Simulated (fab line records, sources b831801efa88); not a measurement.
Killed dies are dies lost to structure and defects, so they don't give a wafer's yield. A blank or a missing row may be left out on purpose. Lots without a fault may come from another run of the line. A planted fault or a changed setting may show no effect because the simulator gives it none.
Which tool did it? | flow sky130 | 14 lots, 40 wafers sampled, at 6 steps of a route of 708

WHAT THE GAUGES READ, wafer by wafer
SKY_SONOS_TUNNEL_CD_MEAS_07: target cd 410 nm.
lot  | measured     | on        | cd_nm (nm)
L544 | day 11 10:04 | cd_sem-02 | 408.9 409.0 411.5
L545 | day 11 17:58 | cd_sem-01 | 414.1 412.6 413.4
L546 | day 11 23:33 | cd_sem-01 | 410.3 412.7 410.2
L547 | day 12 05:12 | cd_sem-02 | 408.8 409.2 411.4
L548 | day 12 16:35 | cd_sem-02 | 405.1 407.7 404.5
L549 | day 12 22:26 | cd_sem-01 | 410.5 407.7 409.1
L550 | day 13 10:12 | cd_sem-02 | 405.4 407.6 407.8
L551 | day 13 15:18 | cd_sem-02 | 412.2 414.1 411.7
L552 | day 13 21:04 | cd_sem-01 | 412.2 411.3 411.7
L553 | day 14 07:38 | cd_sem-01 | 409.9 411.9 412.1
L555 | day 14 23:29 | cd_sem-01 | 413.3 412.2 409.0
L560 | day 16 16:07 | cd_sem-02 | 413.3 411.7
L562 | day 17 08:31 | cd_sem-02 | 407.0 408.1
L566 | day 18 16:58 | cd_sem-01 | 414.3 415.2 412.4

SKY_SONOS_ONO_THK_MEAS_05.
lot  | measured     | on            | SONOS_ONO_CVD_04_THK (nm)
L544 | day 11 17:49 | film_metro-04 | 5.65 5.61 5.60
L545 | day 11 22:22 | film_metro-04 | 5.66 5.70 5.75
L546 | day 12 05:49 | film_metro-04 | 5.70 5.63 5.74
L547 | day 12 10:40 | film_metro-01 | 5.73 5.68 5.75
L548 | day 13 00:29 | film_metro-01 | 5.67 5.74 5.76
L549 | day 13 10:49 | film_metro-04 | 5.70 5.76 5.67
L550 | day 13 16:10 | film_metro-03 | 5.59 5.62 5.54
L551 | day 14 00:32 | film_metro-03 | 5.47 5.48 5.61
L552 | day 14 03:20 | film_metro-03 | 5.76 5.72 5.78
L553 | day 14 15:25 | film_metro-03 | 5.71 5.70 5.79
L555 | day 15 05:08 | film_metro-01 | 5.80 5.79 5.80
L560 | day 16 21:50 | film_metro-04 | 6.00 5.86
L562 | day 17 17:38 | film_metro-03 | 5.60 5.58
L566 | day 18 22:50 | film_metro-03 | 5.80 5.77 5.74

SKY_POLY_GATE_CD_MEAS_22.
lot  | measured     | on        | cd_nm (nm)
L544 | day 16 13:10 | cd_sem-02 | 148.1 146.5 151.8
L545 | day 16 17:04 | cd_sem-02 | 148.1 146.7 147.6
L546 | day 17 02:17 | cd_sem-02 | 147.1 150.5 150.8
L547 | day 17 06:56 | cd_sem-02 | 146.1 146.5 149.7
L548 | day 17 23:11 | cd_sem-01 | 151.1 150.9 153.8
L549 | day 18 11:01 | cd_sem-01 | 146.4 146.7 148.5
L550 | day 18 22:47 | cd_sem-02 | 150.2 149.8 152.1
L551 | day 19 05:58 | cd_sem-02 | 150.7 152.7 151.0
L552 | day 19 09:35 | cd_sem-01 | 151.6 152.0 152.2
L553 | day 19 23:17 | cd_sem-01 | 148.9 150.5 148.5
L555 | day 20 16:58 | cd_sem-02 | 148.8 147.9 148.2
L560 | day 22 09:50 | cd_sem-01 | 137.0 135.2
L562 | day 23 04:36 | cd_sem-01 | 135.2 147.1
L566 | day 24 08:34 | cd_sem-02 | 147.5 148.0 149.3

WHICH TOOL RAN EACH LOT (tool, then ch and the chambers of the sampled wafers, then the start)
lot  | SKY_SONOS_ONO_STRIP_17               | SKY_POLY_GATE_ETCH_15              | SKY_POLY_GATE_STRIP_18
L544 | plasma_asher-03 ch 1, day 12 18:22   | rie_diel-03 ch 0,2,3, day 16 11:22 | plasma_asher-01 ch 0,1, day 16 11:36
L545 | plasma_asher-04 ch 0,1, day 12 22:29 | rie_diel-01 ch 0,1, day 16 15:16   | plasma_asher-01 ch 0,1, day 16 15:32
L546 | plasma_asher-04 ch 1, day 13 06:55   | rie_diel-03 ch 1,2, day 17 00:01   | plasma_asher-03 ch 0,1, day 17 00:15
L547 | plasma_asher-03 ch 0,1, day 13 11:22 | rie_diel-03 ch 1,2,3, day 17 04:31 | plasma_asher-02 ch 0,1, day 17 04:45
L548 | plasma_asher-01 ch 0,1, day 14 01:11 | rie_diel-02 ch 0,2,3, day 17 20:58 | plasma_asher-02 ch 0,1, day 17 21:12
L549 | plasma_asher-03 ch 0,1, day 14 12:37 | rie_diel-03 ch 1,2,3, day 18 08:13 | plasma_asher-01 ch 0,1, day 18 08:27
L550 | plasma_asher-01 ch 0,1, day 14 18:52 | rie_diel-02 ch 0,2,3, day 18 20:19 | plasma_asher-01 ch 0,1, day 18 20:33
L551 | plasma_asher-01 ch 0,1, day 15 02:29 | rie_diel-01 ch 1,2, day 19 04:13   | plasma_asher-01 ch 0,1, day 19 04:29
L552 | plasma_asher-03 ch 0,1, day 15 05:37 | rie_diel-01 ch 1,2,3, day 19 07:37 | plasma_asher-03 ch 0,1, day 19 07:51
L553 | plasma_asher-01 ch 0,1, day 15 18:40 | rie_diel-01 ch 0,2, day 19 18:48   | plasma_asher-02 ch 0,1, day 19 19:02
L555 | plasma_asher-03 ch 0,1, day 16 08:37 | rie_diel-02 ch 0,2, day 20 14:16   | plasma_asher-02 ch 0,1, day 20 14:30
L560 | plasma_asher-03 ch 1, day 18 03:13   | rie_diel-02 ch 0,1, day 22 07:59   | plasma_asher-03 ch 0,1, day 22 08:20
L562 | plasma_asher-04 ch 0,1, day 18 23:29 | rie_diel-02 ch 0,2, day 23 02:52   | plasma_asher-03 ch 0,1, day 23 03:05
L566 | plasma_asher-03 ch 0,1, day 20 05:13 | rie_diel-01 ch 0,1,3, day 24 06:52 | plasma_asher-01 ch 0,1, day 24 07:06
- SKY_SONOS_ONO_STRIP_17: strips in O2/N2.
- SKY_POLY_GATE_ETCH_15: etches BARC in N2/H2, stops on SiO2, time 118.5 s, target depth 110 nm.
- SKY_POLY_GATE_STRIP_18: strips in O2/N2.

WHAT THE TOOLS THEMSELVES READ (means of the sampled wafers that have a number; where no wafer has one, the mark that the record gives instead)
SKY_SONOS_ONO_STRIP_17.
lot  | tool            | drypump_motor_current_A (A) | o2_flow_sccm (sccm) | oes_product_au (a.u.) | strip_time_to_endpoint_s (s)
L544 | plasma_asher-03 | 6.17                        | 2994                | 0.710                 | 14.04
L545 | plasma_asher-04 | 6.29                        | 2993                | 0.709                 | 14.10
L546 | plasma_asher-04 | 6.23                        | 2995                | 0.713                 | 14.08
L547 | plasma_asher-03 | 6.08                        | 3006                | 0.707                 | 14.16
L548 | plasma_asher-01 | 6.02                        | 3004                | 0.710                 | 14.12
L549 | plasma_asher-03 | 6.11                        | 2994                | 0.709                 | 14.12
L550 | plasma_asher-01 | 6.21                        | 2997                | 0.709                 | 14.05
L551 | plasma_asher-01 | 6.20                        | 3000                | 0.710                 | 14.15
L552 | plasma_asher-03 | 6.08                        | 2999                | 0.709                 | 14.13
L553 | plasma_asher-01 | 6.02                        | 3006                | 0.713                 | 14.17
L555 | plasma_asher-03 | 6.02                        | 2993                | 0.709                 | 14.08
L560 | plasma_asher-03 | 6.16                        | 3007                | 0.719                 | 14.06
L562 | plasma_asher-04 | 6.31                        | 2990                | 0.712                 | 14.11
L566 | plasma_asher-03 | 6.03                        | 2999                | 0.712                 | 14.05

SKY_POLY_GATE_ETCH_15.
lot  | tool        | drypump_motor_current_A (A) | oes_product_au (a.u.) | throttle_valve_pct (%)
L544 | rie_diel-03 | 5.7                         | 0.714                 | 13.220
L545 | rie_diel-01 | 6.1                         | 0.716                 | 13.215
L546 | rie_diel-03 | 5.8                         | 0.715                 | 13.214
L547 | rie_diel-03 | 5.7                         | 0.714                 | 13.213
L548 | rie_diel-02 | 5.6                         | 0.721                 | 13.214
L549 | rie_diel-03 | 5.8                         | 0.713                 | 13.211
L550 | rie_diel-02 | 5.5                         | 0.714                 | 13.214
L551 | rie_diel-01 | 5.8                         | 0.718                 | 13.205
L552 | rie_diel-01 | 5.5                         | 0.716                 | 13.203
L553 | rie_diel-01 | 6.1                         | 0.716                 | 13.205
L555 | rie_diel-02 | 5.7                         | 0.717                 | 13.216
L560 | rie_diel-02 | 5.3                         | 0.724                 | 13.212
L562 | rie_diel-02 | 5.7                         | 0.720                 | 13.209
L566 | rie_diel-01 | 5.7                         | 0.705                 | 13.215

SKY_POLY_GATE_STRIP_18.
lot  | tool            | drypump_motor_current_A (A) | o2_flow_sccm (sccm) | oes_product_au (a.u.) | strip_time_to_endpoint_s (s)
L544 | plasma_asher-01 | 6.00                        | 2995                | 0.361                 | 3.16
L545 | plasma_asher-01 | 6.01                        | 3000                | 0.361                 | 3.17
L546 | plasma_asher-03 | 6.09                        | 2997                | 0.358                 | 3.13
L547 | plasma_asher-02 | 6.23                        | 3000                | 0.362                 | 3.16
L548 | plasma_asher-02 | 6.03                        | 3003                | 0.359                 | 3.18
L549 | plasma_asher-01 | 6.19                        | 3000                | 0.357                 | 3.12
L550 | plasma_asher-01 | 6.00                        | 2994                | 0.357                 | 3.18
L551 | plasma_asher-01 | 6.01                        | 3016                | 0.360                 | 3.21
L552 | plasma_asher-03 | 6.11                        | 2999                | 0.361                 | 3.17
L553 | plasma_asher-02 | 6.28                        | 3003                | 0.365                 | 3.13
L555 | plasma_asher-02 | 6.26                        | 2991                | 0.358                 | 3.14
L560 | plasma_asher-03 | 6.04                        | 2996                | 0.340                 | 2.52
L562 | plasma_asher-03 | 6.07                        | 3009                | 0.343                 | 2.85
L566 | plasma_asher-01 | 6.00                        | 2998                | 0.359                 | 3.16

THE ANSWER, worked out from the rows above alone
Rule: what is usual is taken from the lots themselves. Put in order of their means at a reading, lots are off if they are a third of the lots or fewer, leave a main group of 4 or more, and stand apart from it by a gap of 3 or more times the standard deviation of the main group's means; of several such gaps the widest counts. A main group whose means are all the same, to the digits that the tables above print for the reading, isn't used. A lot without any number at a reading at which 4 lots or more have one is off too. The other lots that the step has rows for count as sound. The gauges are gone through in route order, then the tools' own readings, and for those a lot's mean is taken as printed above. The first step at which some lot is off is used, and at that step the reading that is off furthest; a lot without a number counts as furthest.
Off: L560, L562, at SKY_POLY_GATE_CD_MEAS_22 (cd_nm). The main group: mean 149.4 nm, standard deviation 1.7.
A tool fits if, at a process step before that reading, it ran every lot that is off, and no sound lot after the first of them. The gauges at SKY_POLY_GATE_CD_MEAS_22 aren't tried: what is off there is off at SKY_POLY_GATE_STRIP_18 too, on other tools, and a gauge's error can't cause that. Can't be told from this: 2 tools fit, rie_diel-02 at SKY_POLY_GATE_ETCH_15, plasma_asher-03 at SKY_POLY_GATE_STRIP_18.

WHAT THE SIMULATOR HAD PUT IN
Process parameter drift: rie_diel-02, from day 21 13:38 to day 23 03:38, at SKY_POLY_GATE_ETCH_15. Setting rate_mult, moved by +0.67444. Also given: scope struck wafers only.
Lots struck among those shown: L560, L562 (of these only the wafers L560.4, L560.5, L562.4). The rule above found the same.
